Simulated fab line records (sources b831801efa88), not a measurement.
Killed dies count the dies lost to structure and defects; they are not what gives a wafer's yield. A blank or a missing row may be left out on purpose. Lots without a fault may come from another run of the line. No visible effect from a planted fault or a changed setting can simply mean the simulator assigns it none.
Which tool was responsible?    flow sky130    12 lots, 36 wafers sampled, at 2 steps of a route of 708

## WHAT THE GAUGES SHOWED, per wafer
SKY_SD_P_CD_MEAS_07: target cd 380 nm.
lot   measured      on        cdNm (nm)
L075  day 25 16:53  cdSem-01  380.8 381.0 379.3
L077  day 26 17:07  cdSem-02  378.0 377.3 377.8
L079  day 27 09:29  cdSem-01  376.4 376.4 378.9
L081  day 28 03:47  cdSem-02  385.3 384.5 384.0
L084  day 29 02:08  cdSem-01  379.8 379.1 378.8
L085  day 29 10:01  cdSem-02  379.3 377.2 377.8
L087  day 30 11:04  cdSem-02  379.8 379.0 377.5
L088  day 30 22:43  cdSem-02  384.3 384.3 381.7
L091  day 31 07:25  cdSem-01  384.1 383.2 382.6
L093  day 31 23:10  cdSem-02  381.2 380.4 380.3
L095  day 32 16:19  cdSem-02  376.8 379.9 378.4
L097  day 33 02:07  cdSem-01  379.4 378.4 382.7

## WHICH TOOL RAN EACH LOT (tool, then ch and the chambers of the sampled wafers, then the start)
lot   SKY_GATE_OXIDE_STRIP_13
L075  plasmaAsher-01 ch 1, day 13 23:34
L077  plasmaAsher-01 ch 0,1, day 15 01:06
L079  plasmaAsher-01 ch 0,1, day 15 14:15
L081  plasmaAsher-04 ch 0,1, day 16 10:05
L084  plasmaAsher-01 ch 0,1, day 17 06:30
L085  plasmaAsher-03 ch 0,1, day 17 16:19
L087  plasmaAsher-01 ch 1, day 18 20:41
L088  plasmaAsher-03 ch 0,1, day 19 08:49
L091  plasmaAsher-01 ch 0,1, day 19 20:18
L093  plasmaAsher-01 ch 0,1, day 20 14:00
L095  plasmaAsher-04 ch 0,1, day 21 06:27
L097  plasmaAsher-04 ch 0,1, day 21 21:22
- SKY_GATE_OXIDE_STRIP_13: strips in O2/N2.

## THE ANSWER, worked out from the rows above alone
Rule: the lots themselves supply what counts as usual. Put in order of their means at a reading, lots are off if they are a third of the lots or fewer, leave a main group of 4 or more, and stand apart from it by a gap of 3 or more times the standard deviation of the main group's means; of several such gaps the widest counts. The tables above print the reading to a certain number of digits; a main group whose means all agree to those digits is not used. Also off: a lot with no number at a reading for which 4 or more lots have one. All remaining lots with rows at the step are treated as sound.
Nothing can be told from this: no lot is off at any reading shown.

## WHAT THE SIMULATOR HAD INSERTED
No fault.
